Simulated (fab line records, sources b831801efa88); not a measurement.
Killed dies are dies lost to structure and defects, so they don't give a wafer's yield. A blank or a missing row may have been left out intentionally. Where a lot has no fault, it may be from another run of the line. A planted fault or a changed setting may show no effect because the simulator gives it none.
A sampling plan put to the test | flow gf180mcu | 32 faults told of in these records, all on one fab line, each judged by the records of the lots it struck
What counts as the plan is the set of the line's own looks, namely the steps on the route at which a gauge or an inspection reads a wafer and does not change it. Where struck wafers have a number at a look and the file lists that look's usual mean and standard deviation on fault-free wafers, the look can be judged. Caught: the struck wafers' mean, at a look after the fault's first step, is 4 or more of those standard deviations (sigma) away from the usual mean. On the tool: the same test on the tool's own readings at the fault's steps. Also counted as caught: the struck wafers showing another recipe, or a record that is empty for them alone.

## THE FAULTS, as the simulator had put them in
1. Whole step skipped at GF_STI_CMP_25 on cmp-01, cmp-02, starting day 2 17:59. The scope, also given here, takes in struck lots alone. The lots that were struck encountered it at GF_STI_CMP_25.
2. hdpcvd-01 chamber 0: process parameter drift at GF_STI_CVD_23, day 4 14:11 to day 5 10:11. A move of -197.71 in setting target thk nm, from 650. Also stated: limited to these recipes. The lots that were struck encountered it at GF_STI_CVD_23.
3. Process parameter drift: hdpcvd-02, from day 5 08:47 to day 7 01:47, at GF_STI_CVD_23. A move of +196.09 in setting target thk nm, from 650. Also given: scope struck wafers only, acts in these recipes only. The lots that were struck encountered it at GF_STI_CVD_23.
4. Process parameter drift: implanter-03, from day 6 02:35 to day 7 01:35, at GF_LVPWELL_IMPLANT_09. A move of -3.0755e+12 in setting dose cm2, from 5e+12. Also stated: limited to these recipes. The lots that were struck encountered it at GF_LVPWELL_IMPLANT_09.
5. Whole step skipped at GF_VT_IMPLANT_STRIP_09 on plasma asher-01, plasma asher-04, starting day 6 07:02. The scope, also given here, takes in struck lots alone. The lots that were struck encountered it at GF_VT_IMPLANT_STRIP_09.
6. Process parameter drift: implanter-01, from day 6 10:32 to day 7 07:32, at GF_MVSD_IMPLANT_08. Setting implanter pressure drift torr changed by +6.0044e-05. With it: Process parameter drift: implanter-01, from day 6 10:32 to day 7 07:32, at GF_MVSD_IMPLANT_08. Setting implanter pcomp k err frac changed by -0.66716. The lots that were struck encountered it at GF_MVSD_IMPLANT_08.
7. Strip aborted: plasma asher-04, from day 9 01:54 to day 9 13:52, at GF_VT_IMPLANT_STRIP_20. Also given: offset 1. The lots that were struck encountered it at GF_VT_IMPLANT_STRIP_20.
8. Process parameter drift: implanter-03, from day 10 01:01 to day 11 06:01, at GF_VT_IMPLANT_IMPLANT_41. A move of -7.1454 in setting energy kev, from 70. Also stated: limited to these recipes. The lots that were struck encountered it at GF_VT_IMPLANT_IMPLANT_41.
9. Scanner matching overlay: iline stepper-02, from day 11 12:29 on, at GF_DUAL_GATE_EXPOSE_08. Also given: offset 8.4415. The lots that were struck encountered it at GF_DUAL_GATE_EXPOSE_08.
10. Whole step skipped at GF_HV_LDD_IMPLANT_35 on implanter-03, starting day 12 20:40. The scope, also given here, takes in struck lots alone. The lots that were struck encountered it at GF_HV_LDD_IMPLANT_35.
11. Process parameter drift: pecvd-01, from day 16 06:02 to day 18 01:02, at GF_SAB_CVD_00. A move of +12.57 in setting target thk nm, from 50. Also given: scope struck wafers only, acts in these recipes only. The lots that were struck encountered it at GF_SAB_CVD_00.
12. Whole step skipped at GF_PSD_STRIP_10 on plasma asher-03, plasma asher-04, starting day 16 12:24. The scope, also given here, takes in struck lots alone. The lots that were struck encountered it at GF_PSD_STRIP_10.
13. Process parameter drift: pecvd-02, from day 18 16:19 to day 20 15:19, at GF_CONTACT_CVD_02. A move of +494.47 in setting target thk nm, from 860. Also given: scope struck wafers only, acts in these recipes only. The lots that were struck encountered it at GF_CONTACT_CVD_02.
14. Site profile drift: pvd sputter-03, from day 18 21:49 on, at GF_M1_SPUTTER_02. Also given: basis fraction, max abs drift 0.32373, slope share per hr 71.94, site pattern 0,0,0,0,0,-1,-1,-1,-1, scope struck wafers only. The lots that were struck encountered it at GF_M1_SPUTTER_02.
15. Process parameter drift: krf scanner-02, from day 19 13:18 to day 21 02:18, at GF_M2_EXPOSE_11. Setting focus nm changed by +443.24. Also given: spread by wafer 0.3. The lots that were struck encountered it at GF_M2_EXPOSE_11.
16. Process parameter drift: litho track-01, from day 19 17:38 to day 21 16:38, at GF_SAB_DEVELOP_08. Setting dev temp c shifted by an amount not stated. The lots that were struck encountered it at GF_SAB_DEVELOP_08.
17. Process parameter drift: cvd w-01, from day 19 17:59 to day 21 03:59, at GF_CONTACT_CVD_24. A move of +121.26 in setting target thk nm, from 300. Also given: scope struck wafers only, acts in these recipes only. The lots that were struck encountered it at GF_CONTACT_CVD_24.
18. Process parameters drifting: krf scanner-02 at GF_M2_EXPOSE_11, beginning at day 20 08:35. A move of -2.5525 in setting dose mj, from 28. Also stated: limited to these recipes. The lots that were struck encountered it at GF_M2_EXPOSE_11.
19. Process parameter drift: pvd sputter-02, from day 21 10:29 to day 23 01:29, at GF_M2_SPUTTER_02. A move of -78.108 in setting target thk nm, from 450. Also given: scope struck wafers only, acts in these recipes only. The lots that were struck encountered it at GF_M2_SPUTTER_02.
20. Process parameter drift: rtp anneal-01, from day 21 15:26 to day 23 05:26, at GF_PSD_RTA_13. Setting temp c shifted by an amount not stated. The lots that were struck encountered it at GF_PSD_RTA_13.
21. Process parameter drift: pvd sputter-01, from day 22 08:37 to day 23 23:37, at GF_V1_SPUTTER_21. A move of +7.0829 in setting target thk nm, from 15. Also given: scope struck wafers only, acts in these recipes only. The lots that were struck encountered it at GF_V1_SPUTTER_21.
22. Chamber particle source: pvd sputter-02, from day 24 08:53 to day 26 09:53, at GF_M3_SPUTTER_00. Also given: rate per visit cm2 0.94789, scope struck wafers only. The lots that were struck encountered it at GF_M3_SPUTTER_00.
23. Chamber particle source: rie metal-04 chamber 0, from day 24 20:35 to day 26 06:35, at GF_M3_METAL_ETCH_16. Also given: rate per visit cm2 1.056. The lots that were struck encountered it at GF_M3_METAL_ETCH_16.
24. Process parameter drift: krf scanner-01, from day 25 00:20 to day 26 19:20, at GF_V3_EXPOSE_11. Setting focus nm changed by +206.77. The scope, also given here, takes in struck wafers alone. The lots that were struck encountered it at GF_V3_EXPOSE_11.
25. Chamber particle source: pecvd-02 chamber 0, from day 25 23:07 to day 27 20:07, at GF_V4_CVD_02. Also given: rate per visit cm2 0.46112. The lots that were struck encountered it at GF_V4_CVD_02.
26. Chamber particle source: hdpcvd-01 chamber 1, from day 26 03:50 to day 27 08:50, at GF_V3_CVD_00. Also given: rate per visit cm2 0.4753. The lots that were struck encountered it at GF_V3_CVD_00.
27. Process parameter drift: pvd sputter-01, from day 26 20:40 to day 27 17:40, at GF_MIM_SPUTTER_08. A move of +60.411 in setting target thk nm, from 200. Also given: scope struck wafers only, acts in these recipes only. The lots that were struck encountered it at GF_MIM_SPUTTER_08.
28. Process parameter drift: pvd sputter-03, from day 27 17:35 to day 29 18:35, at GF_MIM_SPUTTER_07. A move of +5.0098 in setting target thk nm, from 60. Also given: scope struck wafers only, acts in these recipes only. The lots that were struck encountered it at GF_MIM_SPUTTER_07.
29. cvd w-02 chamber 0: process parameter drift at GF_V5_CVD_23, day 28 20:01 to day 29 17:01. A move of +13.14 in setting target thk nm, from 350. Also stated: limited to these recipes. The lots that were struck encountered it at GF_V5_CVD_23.
30. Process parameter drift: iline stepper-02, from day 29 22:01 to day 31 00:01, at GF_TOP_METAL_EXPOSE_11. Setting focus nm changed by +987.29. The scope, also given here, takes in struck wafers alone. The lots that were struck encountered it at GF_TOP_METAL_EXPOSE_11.
31. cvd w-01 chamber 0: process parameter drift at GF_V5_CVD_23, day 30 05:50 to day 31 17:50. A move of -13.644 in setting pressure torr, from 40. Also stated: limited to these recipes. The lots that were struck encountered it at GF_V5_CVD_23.
32. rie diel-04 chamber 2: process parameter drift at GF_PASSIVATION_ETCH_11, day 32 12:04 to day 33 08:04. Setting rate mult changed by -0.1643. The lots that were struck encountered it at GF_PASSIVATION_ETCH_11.

## WHAT THE PLAN SAW
fault | on the tool itself                               | first look that catches it                      | reading, sigma                               | median hours from its first step to that look | hours from the fault's start to the first struck lot there | judged looks passed uncaught
1     | the tool's record is blank for the struck wafers | no look after it can be judged                  | -                                            | -                                             | -                                                          | 0
2     | under 2 sigma                                    | GF_STI_THK_MEAS_24                              | STI_CVD_23_THK -30                           | 0.1                                           | 2                                                          | 0
3     | no reading that can be judged                    | GF_STI_THK_MEAS_24                              | STI_CVD_23_THK +30                           | 0.1                                           | 5                                                          | 0
4     | dose ions cm2 -99 or beyond sigma                | GF_LVPWELL_TW_MEAS_11                           | LVPWELL_TW -9.7                              | 0.2                                           | 4                                                          | 0
5     | the tool's record is blank for the struck wafers | GF_VT_IMPLANT_TW_MEAS_21                        | VT_IMPLANT_2_TW -99 or beyond                | 15.7                                          | 19                                                         | 0
6     | end station pressure torr +99 or beyond sigma    | GF_MVSD_TW_MEAS_11                              | MVSD_TW +6.1                                 | 0.4                                           | 3                                                          | 0
7     | oes product au +37 sigma                         | GF_VT_IMPLANT_TW_MEAS_32                        | VT_IMPLANT_3_TW -99 or beyond                | 16.6                                          | 28                                                         | 0
8     | beam energy keV -99 or beyond sigma              | GF_VT_IMPLANT_TW_MEAS_43                        | VT_IMPLANT_4_TW -5.4                         | 0.2                                           | 7                                                          | 0
9     | under 2 sigma                                    | GF_DUAL_GATE_OVL_MEAS_11                        | DUAL_GATE_OVL +6.8                           | 10.2                                          | 24                                                         | 0
10    | the tool's record is blank for the struck wafers | GF_HV_LDD_TW_MEAS_38                            | HV_LDD_3_TW -12                              | 0.4                                           | 5                                                          | 0
11    | under 2 sigma                                    | GF_SAB_THK_MEAS_01                              | SAB_CVD_00_THK +18                           | 0.0                                           | 9                                                          | 0
12    | no reading that can be judged                    | not the one look that can be judged after it    | -                                            | -                                             | -                                                          | 1
13    | under 2 sigma                                    | GF_CONTACT_THK_MEAS_03                          | CONTACT_CVD_02_THK +41                       | 0.1                                           | 4                                                          | 0
14    | under 2 sigma                                    | GF_M1_RS_MEAS_05                                | M1_ALCU_RS +19                               | 0.1                                           | 73                                                         | 0
15    | exposure dose mJ cm2 -90 sigma                   | GF_M2_CD_MEAS_14                                | cd nm -34                                    | 12.0                                          | 39                                                         | 0
16    | developer temp C -24 sigma                       | not the one look that can be judged after it    | strongest: cd nm at GF_SAB_CD_MEAS_09, -3.8  | -                                             | -                                                          | 1
17    | under 2 sigma                                    | GF_CONTACT_RS_MEAS_25                           | CONTACT_W_RS -16                             | 0.1                                           | 4                                                          | 0
18    | exposure dose mJ cm2 -76 sigma                   | GF_M2_CD_MEAS_14                                | cd nm +10                                    | 11.4                                          | 20                                                         | 0
19    | under 2 sigma                                    | GF_M2_RS_MEAS_05                                | M2_ALCU_RS +21                               | 0.1                                           | 14                                                         | 0
20    | wafer_temp_C_max -14 sigma                       | GF_PSD_RS_MEAS_14                               | NSD_RS +17                                   | 0.1                                           | 0                                                          | 0
21    | under 2 sigma                                    | no look after it can be judged                  | -                                            | -                                             | -                                                          | 0
22    | under 2 sigma                                    | not the one look that can be judged after it    | -                                            | -                                             | -                                                          | 1
23    | under 2 sigma                                    | none of the 3 looks that can be judged after it | -                                            | -                                             | -                                                          | 3
24    | no reading that can be judged                    | none of the 2 looks that can be judged after it | strongest: cd nm at GF_V3_CD_MEAS_14, +3.2   | -                                             | -                                                          | 2
25    | under 2 sigma                                    | none of the 6 looks that can be judged after it | -                                            | -                                             | -                                                          | 6
26    | no reading that can be judged                    | not the one look that can be judged after it    | -                                            | -                                             | -                                                          | 1
27    | under 2 sigma                                    | GF_MIM_RS_MEAS_10                               | MIM_ALCU_RS -23                              | 0.0                                           | 4                                                          | 0
28    | under 2 sigma                                    | no look after it can be judged                  | -                                            | -                                             | -                                                          | 0
29    | under 2 sigma                                    | not the one look that can be judged after it    | strongest: V5_W_RS at GF_V5_RS_MEAS_24, -2.3 | -                                             | -                                                          | 1
30    | no reading that can be judged                    | GF_TOP_METAL_CD_MEAS_14                         | cd nm -54                                    | 8.9                                           | 14                                                         | 0
31    | chamber pressure Torr -99 or beyond sigma        | GF_V5_RS_MEAS_24                                | V5_W_RS +12                                  | 0.1                                           | 3                                                          | 0
32    | oes product au -9.8 sigma                        | no look after it can be judged                  | -                                            | -                                             | -                                                          | 0
A dash: this means the fault isn't caught or the number doesn't appear in these records.

Caught at a look: 20 of 32. Caught on the tool: 13 of 32. By one or the other: 23 of 32.
On the tool alone, faults 1, 16, 32 were caught.
Caught at a look alone: faults 2, 3, 9, 11, 13, 14, 17, 19, 27, 30.
Caught by neither: faults 12, 21, 22, 23, 24, 25, 26, 28, 29.

## THINNER SAMPLING
If the look that catches a fault measured only every second or every third lot, by lot number, the first struck lot would be measured this late in the worst case:
fault | struck lots at that look, in order of time | every lot | every second lot | every third lot
2     | L388, L391                                 | 2 h       | 18 h             | may miss all 2
3     | L102, L104                                 | 5 h       | may miss all 2   | may miss all 2
4     | L654, L655                                 | 4 h       | 7 h              | may miss all 2
5     | L897, L898, L899                           | 19 h      | 24 h             | 30 h
6     | L537, L538                                 | 3 h       | 11 h             | may miss all 2
7     | L466                                       | 28 h      | may miss it      | may miss it
8     | L279, L282                                 | 7 h       | 24 h             | may miss all 2
9     | L674, L675                                 | 24 h      | 27 h             | may miss all 2
10    | L338, L339                                 | 5 h       | 18 h             | may miss all 2
11    | L322, L326                                 | 9 h       | may miss all 2   | may miss all 2
13    | L776                                       | 4 h       | may miss it      | may miss it
14    | L791                                       | 73 h      | may miss it      | may miss it
15    | L301                                       | 39 h      | may miss it      | may miss it
17    | L566, L568                                 | 4 h       | may miss all 2   | may miss all 2
18    | L708, L714                                 | 20 h      | may miss all 2   | may miss all 2
19    | L854                                       | 14 h      | may miss it      | may miss it
20    | L138, L139                                 | 0 h       | 6 h              | may miss all 2
27    | L188, L189                                 | 4 h       | 7 h              | may miss all 2
30    | L543, L545                                 | 14 h      | may miss all 2   | may miss all 2
31    | L165, L168                                 | 3 h       | 36 h             | may miss all 2
Hours count from the start of the fault until the first struck lot that is measured. 4 sigma limit: tested on the pooled struck wafers, so a lone lot may be under it. Other struck lots may not be in these records.

## THE LONGEST TIMED WAY FROM STEP TO LOOK
Fault 7: a median of 16.6 hours passes between GF_VT_IMPLANT_STRIP_20 and GF_VT_IMPLANT_TW_MEAS_32. No look between them can be judged.
